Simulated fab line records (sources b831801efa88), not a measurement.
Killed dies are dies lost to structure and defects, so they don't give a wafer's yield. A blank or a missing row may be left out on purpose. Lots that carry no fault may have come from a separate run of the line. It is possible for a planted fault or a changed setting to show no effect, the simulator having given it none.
8D (eight disciplines) problem report, filled in by code :: flow gf180mcu :: the parts of the form that need people (team, actions taken, sign-off) are left out

## 1. WHAT IS WRONG
Mean of chamber pressure pa at GF_M2_SPUTTER_00: 1.421 Pa across 6 wafers in 2 lots; on wafers with no fault it is 2.001 Pa (standard deviation 0.004). That is -99 or more standard deviations from the usual mean.
The step: material Ti, target thk 37.5 nm, time 150 s.
The first sign was on wafer L852.2 at day 23 18:06, on pvd sputter-02. The record holds 18 wafers of 6 lots with a number at this step. Rule for "out" (also "out of limits"): further than 4 standard deviations from the usual mean. Any other wafer with a number is counted as sound.

## 2. WHAT IT IS AND WHAT IT IS NOT
question: which readings at this step
is: chamber pressure pa, throttle valve pct
is not: -

question: which lots
is: L852, L853
is not: L841, L848, L851, L860

question: which wafers of those lots
is: all that have a number
is not: -

question: read on which tools
is: pvd sputter-02
is not: pvd sputter-01, pvd sputter-03

question: when
is: from day 23 18:06
is not: up to then (9 sound wafers); but 3 sound wafers of L860 came after

## 3. WHAT RULES OUT EACH SUSPECT
Counting: a tool at any process step up to the reading remains a suspect when it ran all the lots that are out and ran no sound lot after the first of those.
- pvd sputter-04 at GF_V1_SPUTTER_22 (material TiN, target thk 10 nm, time 40 s): kept. It ran every lot that is out, first L852 (day 23 17:28), and no sound lot after that.
- pvd sputter-02 at GF_M2_SPUTTER_00 (material Ti, target thk 37.5 nm, time 150 s): kept. It ran every lot that is out, first L852 (day 23 18:06), and no sound lot after that; its last sound lot up to then is L848 (day 22 13:21). Out on those wafers are its own readings of chamber pressure pa, throttle valve pct.
Left after counting: pvd sputter-04 at GF_V1_SPUTTER_22, pvd sputter-02 at GF_M2_SPUTTER_00.

## 4. THE CAUSE (what the simulator had put in)
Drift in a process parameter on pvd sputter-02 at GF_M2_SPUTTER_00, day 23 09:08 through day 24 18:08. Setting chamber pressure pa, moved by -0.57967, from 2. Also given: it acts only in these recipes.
Counting leaves 2 suspects; this tool is one of them.

## 5. THE EFFECT CHAIN, in route order
Each row: a reading where the mean over the struck wafers with a number is more than 3 standard deviations away from the usual. Only readings for which the record gives a usual standard deviation are gone through. hours: the time from each lot's start at the first step in this table that gives one to its start at this step, as a median over the lots. sigmas: the change in usual standard deviations.
hours: 0
step: GF_M2_SPUTTER_00
reading: chamber pressure pa
usual: 2.001 Pa
on struck wafers: 1.421
change: -0.580
sigmas: -99 or more

hours: 0
step: GF_M2_SPUTTER_00
reading: throttle valve pct
usual: 30.2 %
on struck wafers: 36.5
change: +6.3
sigmas: +5.7
Its process steps:
- GF_M2_SPUTTER_00: material Ti, target thk 37.5 nm, time 150 s.

## 6. WHAT WOULD HAVE CAUGHT IT SOONER
The fault began at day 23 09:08; the first out-of-limits reading in this record came at day 23 18:06, 9 hours later.
